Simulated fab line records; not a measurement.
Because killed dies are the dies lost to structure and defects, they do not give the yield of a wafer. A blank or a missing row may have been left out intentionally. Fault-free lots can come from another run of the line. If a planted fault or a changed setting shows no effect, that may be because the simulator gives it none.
Comparing a struck lot with a sound one :: flow sky130 :: 21 steps out of a route of 708
Sound: the wafers L470.1, L470.2, L470.6. Wafers struck: L487.1, L487.3, L487.5. At the end, the cause is stated.
Each step with rows lists, per side, the tool, then ch with its chambers, then its first start. Under that, the readings that differ: sound wafers :: struck wafers :: difference of the means :: sigmas: that difference in standard deviations of wafers without a fault.
alike: same words and numbers on both sides, and readings whose means sit less than 2 such deviations apart. not compared: any withheld reading, any reading some wafer has no value for, any bound like >300 that may hide the same value, and any number with overlapping values for which the record gives no deviation.
Wherever a step has rows on one side only, a row that says differs or no value, or a row with sigmas, the two part there. Numbers that have no deviation but don't overlap get no sigmas and don't part them. Lack of a reading on every wafer of one side parts them only where that side has two or more wafers.

first, 3 steps without rows for these wafers: SKY_RES_PROTECT_PEB_05; SKY_RES_PROTECT_DEVELOP_06 (develop time 60 s); SKY_POLY_GATE_IMPLANT_02.
SKY_RES_PROTECT_STRIP_07: strips in O2/N2.
  sound on plasma asher-01 ch 0,1, day 16 14:40; struck on plasma asher-03 ch 1, day 23 03:23
  alike: drypump motor current A, oes product au, strip time to endpoint s
  not compared: rf hours counter h
SKY_RES_PROTECT_TW_MEAS_08:
  sound on film metro-02, day 16 14:46; struck on film metro-04, day 23 03:29
  alike: POLY_GATE_TW
then, 2 steps without rows for these wafers: SKY_RES_PROTECT_CLEAN_09 (cleans in SC1/SC2, time 150 s); SKY_POLY_GATE_CVD_03 (deposits Si3N4 from DCS/NH3, target thk 75 nm, time 1290 s).
SKY_POLY_GATE_THK_MEAS_04:
  sound on film metro-02, day 16 17:42; struck on film metro-02, day 23 04:58
  alike: POLY_GATE_CVD_03_THK
then, 4 steps without rows for these wafers: SKY_POLY_GATE_DEHYDRATE_05 (time 60 s); SKY_POLY_GATE_HMDS_06 (prime time 60 s); SKY_POLY_GATE_COAT_07 (resist thk 110 nm); SKY_POLY_GATE_COAT_08 (resist thk 450 nm).
SKY_POLY_GATE_SOFTBAKE_09: time 90 s.
  sound on litho track-02 ch 0, day 17 08:00; struck on litho track-03 ch 0, day 23 20:00
reading: heater power total W (W)
sound: 57.28 57.32 57.36
struck: 53.37 53.55 53.36
difference: -3.89
sigmas: -35

reading: plate temp C (C)
sound: 99.92 99.91 100.06
struck: 95.03 95.04 95.07
difference: -4.92
sigmas: -49
then, 2 steps without rows for these wafers: SKY_POLY_GATE_EXPOSE_10 (exposes mask P1M, target cd 150 nm); SKY_POLY_GATE_PEB_11.
SKY_POLY_GATE_DEVELOP_12: develop time 60 s.
  sound: litho track-03 ch 0; struck: litho track-03 ch 0
reading: model.KrF-thick_of_POLY_GATE_COAT_08.thk nm (nm)
sound: 435.5 436.8 438.1
struck: 439.5 441.1 439.4
difference: +3.2
sigmas: 
SKY_POLY_GATE_CD_MEAS_13 targets a cd of 150 nm.
  sound on cd sem-01, day 17 23:19; struck on cd sem-02, day 24 11:10
  alike: cd nm
SKY_POLY_GATE_OVL_MEAS_14:
  sound on overlay-02, day 17 23:26; struck on overlay-02, day 24 11:17
  alike: POLY_GATE_OVL
SKY_POLY_GATE_ETCH_15: etches BARC in N2/H2, stops on SiO2, time 118.5 s, target depth 110 nm.
  sound on rie diel-02 ch 0,1, day 17 23:29; struck on rie diel-03 ch 0,1,2, day 24 11:20
reading: model.KrF-thick_of_POLY_GATE_COAT_08.thk nm (nm)
sound: 343.6 345.9 345.9
struck: 347 349.9 347.9
difference: +3
sigmas: 
  alike: drypump motor current A, oes product au, throttle valve pct
  not compared: rf hours counter h
SKY_POLY_GATE_ETCH_16: etches Si3N4 in CH3F/O2, stops on poly-Si, time 147.5 s, target depth 75 nm.
  sound on rie diel-02 ch 0,1, day 17 23:36; struck on rie diel-03 ch 0,1,2, day 24 11:25
  alike: drypump motor current A, oes product au, throttle valve pct
  not compared: rf hours counter h
SKY_PAD_OPEN_PROBE_99:
  rows exist in the record for the sound wafers here (prober-02, day 46 22:30), none for the struck ones

== WHERE THEY PART ==
Last at SKY_PAD_OPEN_PROBE_99 as far as this record goes, first at SKY_POLY_GATE_SOFTBAKE_09.

WHY: the cause the simulator had injected
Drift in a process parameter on litho track-03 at SKY_POLY_GATE_SOFTBAKE_09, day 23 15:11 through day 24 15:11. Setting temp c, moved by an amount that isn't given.
